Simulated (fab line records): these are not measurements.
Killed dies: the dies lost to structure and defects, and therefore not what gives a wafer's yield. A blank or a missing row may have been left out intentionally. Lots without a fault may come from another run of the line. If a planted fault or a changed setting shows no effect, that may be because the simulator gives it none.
A single fault, viewed from 2 desks ; flow gf180mcu ; numbers are kept per desk, each desk with only its own; the story behind them comes last

AT THE TOOL OWNER'S DESK: pvd sputter-02
At GF_V1_SPUTTER_22 (material TiN, target thk 10 nm, time 40 s) the tool's own readings: per lot run on this tool, the mean of the sampled wafers that have a number. The brackets show how far a lot's mean lies from the usual mean; more than 4 standard deviations puts the lot out of limits, marked OUT.
Columns: A = chamber pressure pa at GF_V1_SPUTTER_22, usual 5.000 Pa; B = throttle valve pct at GF_V1_SPUTTER_22, usual 29.9 %
lot;first seen here;A;B
L781;day 18 17:52;5.008;29.3
L793;day 23 02:05;3.985 (-99 or more) OUT;32.7
L794;day 23 09:23;3.971 (-99 or more) OUT;32.7
L795;day 23 17:03;3.985 (-99 or more) OUT;34.1 (+4.2) OUT
This desk finds L793, L794, L795 out of limits, L793 being first, at day 23 02:05 (chamber pressure pa at GF_V1_SPUTTER_22). In limits: L781.

METROLOGY DESK
Means of the sampled wafers that have a number, per lot and without regard to the tool the lot ran on: this is what the gauges read. The brackets show how far a lot's mean lies from the usual mean; more than 4 standard deviations puts the lot out of limits, marked OUT.
Columns: A = cd nm at GF_V1_CD_MEAS_14, usual 260.0 nm; B = V1_OVL at GF_V1_OVL_MEAS_15, usual 2 nm
lot;first seen here;A;B
L781;day 18 17:02;260.5;5
L783;day 19 18:20;260.2;-0
L786;day 20 10:33;259.1;-5
L793;day 23 01:13;260.0;0
L794;day 23 08:27;261.5;5
L795;day 23 15:46;260.3;0
L803;day 26 03:35;259.5;7
This desk found nothing out of limits on any of the 7 lots.

ALL TOGETHER
The tool owner's desk had the chance to raise an alarm at day 23 02:05 on L793, L794, L795.
Nothing out of limits was seen by the metrology desk.
The metrology desk holds a record of L793, L794, L795, inside its limits.
Every lot named ran GF_V1_SPUTTER_22 on pvd sputter-02.

WHAT THE SIMULATOR HAD PUT IN
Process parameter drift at GF_V1_SPUTTER_22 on pvd sputter-02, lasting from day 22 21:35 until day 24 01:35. Setting chamber pressure pa shifted by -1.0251 from 5. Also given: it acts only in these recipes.
Lots struck among those shown: L793, L794, L795.
How many hours passed from the start of the fault until each desk's first out-of-limits reading: the tool owner's desk, 5.
